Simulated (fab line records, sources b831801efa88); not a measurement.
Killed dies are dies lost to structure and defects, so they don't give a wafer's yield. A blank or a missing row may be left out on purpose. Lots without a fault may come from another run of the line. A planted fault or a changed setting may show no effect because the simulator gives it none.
Which tool did it? | flow sky130 | 12 lots, 36 wafers sampled, at 5 steps of a route of 708

WHAT THE GAUGES READ, wafer by wafer
SKY_GATE_OXIDE_THK_MEAS_02.
lot  | measured     | on            | GATE_OXIDE_OXIDATION_00_THK (nm)
L706 | day 12 15:08 | film_metro-02 | 10.06 10.12 10.04
L709 | day 13 11:43 | film_metro-02 | 10.14 10.14 9.97
L710 | day 14 03:56 | film_metro-02 | 10.23 10.22 10.21
L714 | day 15 13:38 | film_metro-01 | 10.24 10.36 10.17
L716 | day 17 06:59 | film_metro-01 | 9.99 9.93 10.03
L717 | day 17 06:58 | film_metro-02 | 10.34 10.21 10.21
L722 | day 17 20:17 | film_metro-01 | 11.21 11.13 11.19
L723 | day 18 19:51 | film_metro-04 | 10.42 10.77 10.72
L724 | day 19 17:50 | film_metro-02 | 10.61 10.61 10.47
L726 | day 19 21:54 | film_metro-02 | 10.51 10.27 10.33
L725 | day 19 20:15 | film_metro-01 | 10.27 10.36 10.12
L728 | day 20 12:13 | film_metro-04 | 10.30 10.26 10.45

SKY_SD_N_TW_MEAS_12.
lot  | measured     | on            | SD_N_TW
L706 | day 27 16:46 | film_metro-03 | 4028 4006 4014
L709 | day 28 16:25 | film_metro-01 | 3995 3994 4000
L710 | day 29 10:07 | film_metro-04 | 3991 3982 4012
L714 | day 30 16:43 | film_metro-04 | 4046 4012 4033
L716 | day 32 14:26 | film_metro-03 | 4016 4011 4024
L717 | day 32 12:40 | film_metro-01 | 3998 4008 4012
L722 | day 33 04:16 | film_metro-01 | 3977 3968 3985
L723 | day 33 18:46 | film_metro-01 | 3982 3985 3987
L724 | day 34 15:29 | film_metro-04 | 3966 3990 3987
L726 | day 34 21:53 | film_metro-04 | 3963 3968 3934
L725 | day 34 17:37 | film_metro-03 | 3961 3952 3967
L728 | day 35 08:34 | film_metro-03 | 3972 4003 4000

SKY_LOCAL_INTERCONNECT_OVL_MEAS_12.
lot  | measured     | on         | LOCAL_INTERCONNECT_OVL (nm)
L706 | day 30 02:55 | overlay-02 | 2 0 -1
L709 | day 31 02:04 | overlay-02 | -13 -4 -16
L710 | day 31 20:59 | overlay-01 | 2 4 -1
L714 | day 33 02:34 | overlay-01 | 10 7 2
L716 | day 34 23:35 | overlay-02 | 0 -3 -9
L717 | day 34 20:59 | overlay-01 | 5 -1 5
L722 | day 35 11:28 | overlay-02 | -7 -5 -3
L723 | day 36 01:35 | overlay-02 | 9 4 2
L724 | day 36 22:08 | overlay-02 | 4 -1 7
L726 | day 37 04:02 | overlay-01 | 2 0 -5
L725 | day 37 02:01 | overlay-01 | 2 -3 -2
L728 | day 37 16:08 | overlay-01 | 7 10 5

WHICH TOOL RAN EACH LOT (tool, then ch and the chambers of the sampled wafers, then the start)
lot  | SKY_FIELD_ISO_CMP_27         | SKY_GATE_OXIDE_OXIDATION_01
L706 | cmp-01 ch 0,1, day 2 10:31   | furnace-02 ch 0, day 12 13:43
L709 | cmp-02 ch 1,2,3, day 3 00:54 | furnace-02 ch 0, day 13 10:18
L710 | cmp-02 ch 0,1,2, day 3 05:24 | furnace-02 ch 0, day 14 02:30
L714 | cmp-02 ch 0,2,3, day 4 06:32 | furnace-01 ch 0, day 15 12:14
L716 | cmp-02 ch 0,1, day 4 13:13   | furnace-02 ch 0, day 17 05:33
L717 | cmp-02 ch 0,2,3, day 4 22:26 | furnace-02 ch 0, day 17 05:33
L722 | cmp-02 ch 0,1,2, day 5 18:59 | furnace-02 ch 0, day 17 18:52
L723 | cmp-02 ch 0,2,3, day 6 01:58 | furnace-02 ch 0, day 18 18:26
L724 | cmp-01 ch 0,2,3, day 6 16:11 | furnace-01 ch 0, day 19 16:24
L726 | cmp-02 ch 0,1, day 6 20:54   | furnace-01 ch 0, day 19 20:28
L725 | cmp-01 ch 2,3, day 6 20:57   | furnace-01 ch 0, day 19 18:50
L728 | cmp-01 ch 0,1,2, day 7 06:08 | furnace-01 ch 0, day 20 10:48
- SKY_FIELD_ISO_CMP_27: polishes, stops on Si3N4, t overpolish 16 s, target thk 457.8 nm.
- SKY_GATE_OXIDE_OXIDATION_01: stabilise 600 s, purge 300 s, target thk 10.268 nm.

WHAT THE TOOLS THEMSELVES READ (means of the sampled wafers that have a number; where no wafer has one, the mark that the record gives instead)
SKY_FIELD_ISO_CMP_27.
lot  | tool   | edge_zone_pressure_frac | motor_current_A (A) | overpolish_run_s (s) | time_to_endpoint_s (s)
L706 | cmp-01 | 1.007                   | 11.6                | 15.994               | 113
L709 | cmp-02 | 1.001                   | 12.0                | 16.006               | 113
L710 | cmp-02 | 1.000                   | 11.3                | 16.004               | 112
L714 | cmp-02 | 0.999                   | 11.9                | 15.996               | 119
L716 | cmp-02 | 1.003                   | 11.0                | 15.996               | 112
L717 | cmp-02 | 1.001                   | 12.0                | 15.991               | 116
L722 | cmp-02 | 0.995                   | 11.3                | 15.996               | 115
L723 | cmp-02 | 1.000                   | 11.9                | 15.997               | 117
L724 | cmp-01 | 1.005                   | 12.6                | 16.004               | 111
L726 | cmp-02 | 1.001                   | 10.5                | 15.993               | 111
L725 | cmp-01 | 1.002                   | 13.2                | 16.003               | 109
L728 | cmp-01 | 1.004                   | 12.4                | 16.004               | 113

SKY_GATE_OXIDE_OXIDATION_01.
lot  | tool       | spike_tc_centre_C (C) | spike_tc_top_C (C) | spike_tc_upper_C (C) | zone_power_centre_pct (%) | zone_power_upper_pct (%)
L706 | furnace-02 | 900.4                 | 914                | 901.0                | 22.2                      | 20.2
L709 | furnace-02 | 900.2                 | 915                | 900.5                | 22.5                      | 19.9
L710 | furnace-02 | 899.7                 | 914                | 901.9                | 22.4                      | 20.2
L714 | furnace-01 | 901.2                 | 905                | 900.7                | 20.3                      | 20.9
L716 | furnace-02 | 900.2                 | 914                | 900.2                | 22.4                      | 20.0
L717 | furnace-02 | 901.2                 | 914                | 901.2                | 22.4                      | 20.2
L722 | furnace-02 | 921.5                 | 915                | 898.1                | 31.7                      | 15.7
L723 | furnace-02 | 921.2                 | 914                | 897.7                | 31.3                      | 15.7
L724 | furnace-01 | 901.7                 | 906                | 901.9                | 20.3                      | 20.6
L726 | furnace-01 | 901.6                 | 906                | 902.2                | 20.2                      | 20.7
L725 | furnace-01 | 900.8                 | 906                | 901.1                | 20.2                      | 20.7
L728 | furnace-01 | 901.4                 | 904                | 902.2                | 20.1                      | 20.7

THE ANSWER, worked out from the rows above alone
Rule: what is usual is taken from the lots themselves. Put in order of their means at a reading, lots are off if they are a third of the lots or fewer, leave a main group of 4 or more, and stand apart from it by a gap of 3 or more times the standard deviation of the main group's means; of several such gaps the widest counts. A main group whose means are all the same, to the digits that the tables above print for the reading, isn't used. A lot without any number at a reading at which 4 lots or more have one is off too. The other lots that the step has rows for count as sound. The gauges are gone through in route order, then the tools' own readings, and for those a lot's mean is taken as printed above. The first step at which some lot is off is used, and at that step the reading that is off furthest; a lot without a number counts as furthest.
Off: L722, L723, at SKY_GATE_OXIDE_OXIDATION_01 (spike_tc_centre_C). The main group: mean 900.8 C, standard deviation 0.65.
A tool fits if, at that step or a process step before it, it ran every lot that is off, and no sound lot after the first of them. One fits: furnace-02 at SKY_GATE_OXIDE_OXIDATION_01. Its last sound lot is L716 (day 17 05:33), its first lot that is off L722 (day 17 18:52): a fault that began between those two fits.
The tool's own readings at SKY_GATE_OXIDE_OXIDATION_01 bear it out: on the lots that are off they differ by more than 5 times the standard deviation of the sound lots' means. spike_tc_centre_C reads 921.4 C there against 900.8 C on the sound lots; zone_power_centre_pct reads 31.5 % there against 21.3 % on the sound lots; zone_power_upper_pct reads 15.7 % there against 20.4 % on the sound lots.

WHAT THE SIMULATOR HAD PUT IN
Process parameter drift: furnace-02, from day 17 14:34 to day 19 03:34, at SKY_GATE_OXIDE_OXIDATION_01. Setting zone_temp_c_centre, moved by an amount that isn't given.
Lots struck among those shown: L722, L723. The rule above found the same.
